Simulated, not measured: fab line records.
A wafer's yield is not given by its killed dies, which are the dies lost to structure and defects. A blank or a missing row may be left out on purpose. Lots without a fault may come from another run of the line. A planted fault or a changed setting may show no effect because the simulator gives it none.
2 desks looking at one fault -- flow gf180mcu -- each desk has only its own numbers; what lay behind them comes last

## TOOL OWNER'S DESK, litho_track-04
The tool's own readings at GF_TOP_METAL_COAT_09 (resist thk 1500 nm): means of the sampled wafers that have a number, for each lot that ran on this tool. Marked OUT: a lot whose mean sits more than 4 standard deviations from the usual mean, which makes it out of limits; the brackets give that distance.
Columns: A = exhaust_pa at GF_TOP_METAL_COAT_09, usual 45.1 Pa
lot,first seen here,A
L829,day 28 11:56,45.5
L831,day 29 02:39,45.5
L833,day 29 15:48,44.2
L835,day 30 05:08,45.8
L841,day 31 21:24,44.5
L842,day 31 23:18,45.3
This desk's verdict: no lot among the 6 shows anything out of limits.

## FROM THE METROLOGY DESK
What the gauges read, lot by lot, whatever tool the lot ran on: means of the sampled wafers that have a number. Marked OUT: a lot whose mean sits more than 4 standard deviations from the usual mean, which makes it out of limits; the brackets give that distance.
Columns: A = TOP_METAL_ALCU_RS at GF_TOP_METAL_RS_MEAS_05, usual 0.0327 ohm/sq; B = cd_nm at GF_TOP_METAL_CD_MEAS_14, usual 440.2 nm
lot,first seen here,A,B
L827,day 27 14:04,0.0325,441.2
L828,day 27 14:59,0.0329,440.9
L829,day 28 01:58,0.0327,442.1
L831,day 28 17:20,0.0329,438.0
L833,day 29 06:26,0.0324,439.2
L834,day 29 13:13,0.0331,443.1
L835,day 29 19:49,0.0329,437.3
L836,day 30 01:06,0.0324,442.1
L841,day 31 13:11,0.0332,438.9
L842,day 31 14:52,0.0319,438.9
L843,day 31 23:27,0.0320,445.0
L846,day 32 16:55,0.0319,437.7
This desk's verdict: no lot among the 12 shows anything out of limits.

## ALL TOGETHER
Nothing out of limits was seen by the tool owner's desk.
Nothing out of limits was seen by the metrology desk.

## WHAT WAS PUT IN BY THE SIMULATOR
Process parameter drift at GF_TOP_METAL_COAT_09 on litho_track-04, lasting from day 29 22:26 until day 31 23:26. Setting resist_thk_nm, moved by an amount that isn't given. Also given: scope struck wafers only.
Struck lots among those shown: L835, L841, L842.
